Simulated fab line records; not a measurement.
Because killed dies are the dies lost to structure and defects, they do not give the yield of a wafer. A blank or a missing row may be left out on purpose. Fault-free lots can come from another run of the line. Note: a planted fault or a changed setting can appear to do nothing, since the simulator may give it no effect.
What tool caused it? || flow gf180mcu || 13 lots, 39 wafers sampled, at 4 steps of a route of 602

## WHAT THE GAUGES READ, wafer by wafer
GF_V1_THK_MEAS_03. Usual: V1_CVD_02_THK typically reads 852 nm, with standard deviation 12.
{"lot": "L680", "measured": "day 18 07:52", "on": "film-metro-01", "V1_CVD_02_THK (nm)": "843 831 853", "flag": ""}
{"lot": "L681", "measured": "day 18 19:18", "on": "film-metro-02", "V1_CVD_02_THK (nm)": "849 860 886", "flag": ""}
{"lot": "L682", "measured": "day 19 05:07", "on": "film-metro-02", "V1_CVD_02_THK (nm)": "843 846 867", "flag": ""}
{"lot": "L683", "measured": "day 19 07:41", "on": "film-metro-03", "V1_CVD_02_THK (nm)": "858 876 880", "flag": ""}
{"lot": "L685", "measured": "day 20 07:40", "on": "film-metro-02", "V1_CVD_02_THK (nm)": "841 837 848", "flag": ""}
{"lot": "L686", "measured": "day 20 13:01", "on": "film-metro-03", "V1_CVD_02_THK (nm)": "841 854 845", "flag": ""}
{"lot": "L687", "measured": "day 20 19:41", "on": "film-metro-01", "V1_CVD_02_THK (nm)": "843 849 859", "flag": ""}
{"lot": "L688", "measured": "day 21 04:41", "on": "film-metro-03", "V1_CVD_02_THK (nm)": "834 843 842", "flag": ""}
{"lot": "L694", "measured": "day 23 13:37", "on": "film-metro-02", "V1_CVD_02_THK (nm)": "850 834 861", "flag": ""}
{"lot": "L696", "measured": "day 24 01:55", "on": "film-metro-01", "V1_CVD_02_THK (nm)": "853 853 854", "flag": ""}
{"lot": "L697", "measured": "day 24 07:44", "on": "film-metro-03", "V1_CVD_02_THK (nm)": "826 846 855", "flag": ""}
{"lot": "L699", "measured": "day 25 01:43", "on": "film-metro-03", "V1_CVD_02_THK (nm)": "861 851 849", "flag": ""}
{"lot": "L700", "measured": "day 25 04:28", "on": "film-metro-03", "V1_CVD_02_THK (nm)": "844 859 852", "flag": ""}

## WHAT TOOL EACH LOT RAN ON (gives the tool, then ch and the chambers of the sampled wafers, and finally the start)
{"lot": "L680", "GF_VT_IMPLANT_SOFTBAKE_03": "litho-track-02 ch 0, day 6 03:12", "GF_VT_IMPLANT_STRIP_09": "plasma-asher-03 ch 0,1, day 6 10:56", "GF_M1_SPUTTER_01": "pvd-sputter-01, day 17 07:04"}
{"lot": "L681", "GF_VT_IMPLANT_SOFTBAKE_03": "litho-track-02 ch 0, day 6 09:21", "GF_VT_IMPLANT_STRIP_09": "plasma-asher-03 ch 0,1, day 6 17:11", "GF_M1_SPUTTER_01": "pvd-sputter-04, day 17 17:54"}
{"lot": "L682", "GF_VT_IMPLANT_SOFTBAKE_03": "litho-track-02 ch 0, day 6 13:50", "GF_VT_IMPLANT_STRIP_09": "plasma-asher-03 ch 0,1, day 6 22:08", "GF_M1_SPUTTER_01": "pvd-sputter-01, day 18 03:28"}
{"lot": "L683", "GF_VT_IMPLANT_SOFTBAKE_03": "litho-track-04 ch 0, day 6 19:37", "GF_VT_IMPLANT_STRIP_09": "plasma-asher-03 ch 0,1, day 7 03:26", "GF_M1_SPUTTER_01": "pvd-sputter-02, day 18 06:43"}
{"lot": "L685", "GF_VT_IMPLANT_SOFTBAKE_03": "litho-track-01 ch 0, day 7 09:55", "GF_VT_IMPLANT_STRIP_09": "plasma-asher-03 ch 0,1, day 7 17:39", "GF_M1_SPUTTER_01": "pvd-sputter-02, day 19 05:49"}
{"lot": "L686", "GF_VT_IMPLANT_SOFTBAKE_03": "litho-track-01 ch 0, day 7 13:49", "GF_VT_IMPLANT_STRIP_09": "plasma-asher-03 ch 0,1, day 7 21:35", "GF_M1_SPUTTER_01": "pvd-sputter-04, day 19 11:19"}
{"lot": "L687", "GF_VT_IMPLANT_SOFTBAKE_03": "litho-track-02 ch 0, day 7 19:23", "GF_VT_IMPLANT_STRIP_09": "plasma-asher-04 ch 0,1, day 8 03:50", "GF_M1_SPUTTER_01": "pvd-sputter-01, day 19 18:51"}
{"lot": "L688", "GF_VT_IMPLANT_SOFTBAKE_03": "litho-track-01 ch 0, day 8 00:46", "GF_VT_IMPLANT_STRIP_09": "plasma-asher-01 ch 0,1, day 8 09:11", "GF_M1_SPUTTER_01": "pvd-sputter-01, day 20 03:13"}
{"lot": "L694", "GF_VT_IMPLANT_SOFTBAKE_03": "litho-track-04 ch 0, day 9 16:17", "GF_VT_IMPLANT_STRIP_09": "plasma-asher-04 ch 0,1, day 10 00:57", "GF_M1_SPUTTER_01": "pvd-sputter-01, day 22 13:52"}
{"lot": "L696", "GF_VT_IMPLANT_SOFTBAKE_03": "litho-track-01 ch 0, day 10 02:53", "GF_VT_IMPLANT_STRIP_09": "plasma-asher-01 ch 0,1, day 10 12:46", "GF_M1_SPUTTER_01": "pvd-sputter-04, day 23 02:10"}
{"lot": "L697", "GF_VT_IMPLANT_SOFTBAKE_03": "litho-track-04 ch 0, day 10 06:19", "GF_VT_IMPLANT_STRIP_09": "plasma-asher-03 ch 0,1, day 10 15:27", "GF_M1_SPUTTER_01": "pvd-sputter-02, day 23 08:25"}
{"lot": "L699", "GF_VT_IMPLANT_SOFTBAKE_03": "litho-track-04 ch 0, day 10 19:56", "GF_VT_IMPLANT_STRIP_09": "plasma-asher-04 ch 0,1, day 11 05:26", "GF_M1_SPUTTER_01": "pvd-sputter-01, day 24 02:20"}
{"lot": "L700", "GF_VT_IMPLANT_SOFTBAKE_03": "litho-track-01 ch 0, day 11 02:40", "GF_VT_IMPLANT_STRIP_09": "plasma-asher-04 ch 0,1, day 11 12:14", "GF_M1_SPUTTER_01": "pvd-sputter-01, day 24 05:57"}
- GF_VT_IMPLANT_SOFTBAKE_03: time 60 s.
- GF_VT_IMPLANT_STRIP_09: strips in O2/N2.
- GF_M1_SPUTTER_01: material TiN, target thk 30 nm, time 25 s.

## WHAT THE TOOLS THEMSELVES READ (means of the sampled wafers that have a number; where no wafer has one, the mark that the record gives instead)
GF_VT_IMPLANT_SOFTBAKE_03. Usual: 56.60 W for heater-power-total-W, sd 0.046.
{"lot": "L680", "tool": "litho-track-02", "heater-power-total-W (W)": 56.62, "flag": ""}
{"lot": "L681", "tool": "litho-track-02", "heater-power-total-W (W)": 56.58, "flag": ""}
{"lot": "L682", "tool": "litho-track-02", "heater-power-total-W (W)": 56.59, "flag": ""}
{"lot": "L683", "tool": "litho-track-04", "heater-power-total-W (W)": 56.60, "flag": ""}
{"lot": "L685", "tool": "litho-track-01", "heater-power-total-W (W)": 56.59, "flag": ""}
{"lot": "L686", "tool": "litho-track-01", "heater-power-total-W (W)": 56.59, "flag": ""}
{"lot": "L687", "tool": "litho-track-02", "heater-power-total-W (W)": 56.54, "flag": ""}
{"lot": "L688", "tool": "litho-track-01", "heater-power-total-W (W)": 56.62, "flag": ""}
{"lot": "L694", "tool": "litho-track-04", "heater-power-total-W (W)": 56.57, "flag": ""}
{"lot": "L696", "tool": "litho-track-01", "heater-power-total-W (W)": 56.55, "flag": ""}
{"lot": "L697", "tool": "litho-track-04", "heater-power-total-W (W)": 69.80, "flag": "OFF"}
{"lot": "L699", "tool": "litho-track-04", "heater-power-total-W (W)": 69.76, "flag": "OFF"}
{"lot": "L700", "tool": "litho-track-01", "heater-power-total-W (W)": 56.56, "flag": ""}

GF_VT_IMPLANT_STRIP_09. Usual: drypump-motor-current-A 5.9 A, standard deviation 0.57; heater-power-w 361 W, standard deviation 49; oes-product-au 0.715 a.u., standard deviation 0.0044; strip-time-to-endpoint-s 12.63 s, standard deviation 0.037.
{"lot": "L680", "tool": "plasma-asher-03", "drypump-motor-current-A (A)": 5.3, "heater-power-w (W)": 333, "oes-product-au (a.u.)": 0.713, "strip-time-to-endpoint-s (s)": 12.59, "flag": ""}
{"lot": "L681", "tool": "plasma-asher-03", "drypump-motor-current-A (A)": 5.3, "heater-power-w (W)": 338, "oes-product-au (a.u.)": 0.711, "strip-time-to-endpoint-s (s)": 12.64, "flag": ""}
{"lot": "L682", "tool": "plasma-asher-03", "drypump-motor-current-A (A)": 5.8, "heater-power-w (W)": 373, "oes-product-au (a.u.)": 0.714, "strip-time-to-endpoint-s (s)": 12.62, "flag": ""}
{"lot": "L683", "tool": "plasma-asher-03", "drypump-motor-current-A (A)": 5.8, "heater-power-w (W)": 373, "oes-product-au (a.u.)": 0.714, "strip-time-to-endpoint-s (s)": 12.65, "flag": ""}
{"lot": "L685", "tool": "plasma-asher-03", "drypump-motor-current-A (A)": 5.3, "heater-power-w (W)": 341, "oes-product-au (a.u.)": 0.718, "strip-time-to-endpoint-s (s)": 12.65, "flag": ""}
{"lot": "L686", "tool": "plasma-asher-03", "drypump-motor-current-A (A)": 5.8, "heater-power-w (W)": 375, "oes-product-au (a.u.)": 0.712, "strip-time-to-endpoint-s (s)": 12.55, "flag": ""}
{"lot": "L687", "tool": "plasma-asher-04", "drypump-motor-current-A (A)": 6.3, "heater-power-w (W)": 354, "oes-product-au (a.u.)": 0.711, "strip-time-to-endpoint-s (s)": 12.61, "flag": ""}
{"lot": "L688", "tool": "plasma-asher-01", "drypump-motor-current-A (A)": 5.7, "heater-power-w (W)": 361, "oes-product-au (a.u.)": 0.713, "strip-time-to-endpoint-s (s)": 12.64, "flag": ""}
{"lot": "L694", "tool": "plasma-asher-04", "drypump-motor-current-A (A)": 6.5, "heater-power-w (W)": 387, "oes-product-au (a.u.)": 0.714, "strip-time-to-endpoint-s (s)": 12.67, "flag": ""}
{"lot": "L696", "tool": "plasma-asher-01", "drypump-motor-current-A (A)": 5.8, "heater-power-w (W)": 356, "oes-product-au (a.u.)": 0.715, "strip-time-to-endpoint-s (s)": 12.63, "flag": ""}
{"lot": "L697", "tool": "plasma-asher-03", "drypump-motor-current-A (A)": 5.3, "heater-power-w (W)": 336, "oes-product-au (a.u.)": 0.719, "strip-time-to-endpoint-s (s)": 12.78, "flag": "OFF"}
{"lot": "L699", "tool": "plasma-asher-04", "drypump-motor-current-A (A)": 6.3, "heater-power-w (W)": 356, "oes-product-au (a.u.)": 0.720, "strip-time-to-endpoint-s (s)": 12.80, "flag": "OFF"}
{"lot": "L700", "tool": "plasma-asher-04", "drypump-motor-current-A (A)": 6.5, "heater-power-w (W)": 393, "oes-product-au (a.u.)": 0.715, "strip-time-to-endpoint-s (s)": 12.64, "flag": ""}

GF_M1_SPUTTER_01. Usual: cathode-dc-power-W 6500.0 W, standard deviation 1.2; throttle-valve-pct 30.3 %, standard deviation 1.
{"lot": "L680", "tool": "pvd-sputter-01", "cathode-dc-power-W (W)": 6500.2, "throttle-valve-pct (%)": 29.9, "flag": ""}
{"lot": "L681", "tool": "pvd-sputter-04", "cathode-dc-power-W (W)": 6498.8, "throttle-valve-pct (%)": 29.3, "flag": ""}
{"lot": "L682", "tool": "pvd-sputter-01", "cathode-dc-power-W (W)": 6500.5, "throttle-valve-pct (%)": 29.9, "flag": ""}
{"lot": "L683", "tool": "pvd-sputter-02", "cathode-dc-power-W (W)": 6499.9, "throttle-valve-pct (%)": 30.0, "flag": ""}
{"lot": "L685", "tool": "pvd-sputter-02", "cathode-dc-power-W (W)": 6499.7, "throttle-valve-pct (%)": 30.3, "flag": ""}
{"lot": "L686", "tool": "pvd-sputter-04", "cathode-dc-power-W (W)": 6499.1, "throttle-valve-pct (%)": 29.7, "flag": ""}
{"lot": "L687", "tool": "pvd-sputter-01", "cathode-dc-power-W (W)": 6499.4, "throttle-valve-pct (%)": 30.5, "flag": ""}
{"lot": "L688", "tool": "pvd-sputter-01", "cathode-dc-power-W (W)": 6498.7, "throttle-valve-pct (%)": 30.8, "flag": ""}
{"lot": "L694", "tool": "pvd-sputter-01", "cathode-dc-power-W (W)": 6499.5, "throttle-valve-pct (%)": 29.4, "flag": ""}
{"lot": "L696", "tool": "pvd-sputter-04", "cathode-dc-power-W (W)": 6500.1, "throttle-valve-pct (%)": 30.5, "flag": ""}
{"lot": "L697", "tool": "pvd-sputter-02", "cathode-dc-power-W (W)": 6500.1, "throttle-valve-pct (%)": 30.6, "flag": ""}
{"lot": "L699", "tool": "pvd-sputter-01", "cathode-dc-power-W (W)": 6500.2, "throttle-valve-pct (%)": 30.0, "flag": ""}
{"lot": "L700", "tool": "pvd-sputter-01", "cathode-dc-power-W (W)": 6499.7, "throttle-valve-pct (%)": 30.5, "flag": ""}

## THE ANSWER, worked out from the rows above alone
Rule: take the mean of a lot's wafers that have a number; if it is more than 3 standard deviations from the usual mean, the lot is off. A lot without any number at a reading at which 4 lots or more have one is off too. All remaining lots with rows at the step are treated as sound. First the gauges in route order, then the tools' own readings, where a lot's mean is used as printed above. The first step at which some lot is off is used, and at that step the reading that is off furthest; a lot without a number counts as furthest.
Off at GF_VT_IMPLANT_SOFTBAKE_03 (heater-power-total-W): L697, L699.
If a tool, at that step or one of the process steps before it, ran each lot that is off and ran no sound lot following the first of them, it fits. One fits: litho-track-04 at GF_VT_IMPLANT_SOFTBAKE_03. Its last sound lot is L694 (day 9 16:17), its first lot that is off L697 (day 10 06:19): a fault that began between those two fits.
The tool's own readings at GF_VT_IMPLANT_SOFTBAKE_03 bear it out: on the lots that are off they differ by more than 5 times the standard deviation of the sound lots' means. heater-power-total-W reads 69.78 W there against 56.58 W on the sound lots.

## WHAT WAS PUT IN BY THE SIMULATOR
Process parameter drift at GF_VT_IMPLANT_SOFTBAKE_03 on litho-track-04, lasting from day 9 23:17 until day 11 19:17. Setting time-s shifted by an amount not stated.
Lots struck among those shown: L697, L699. The rule above found the same.
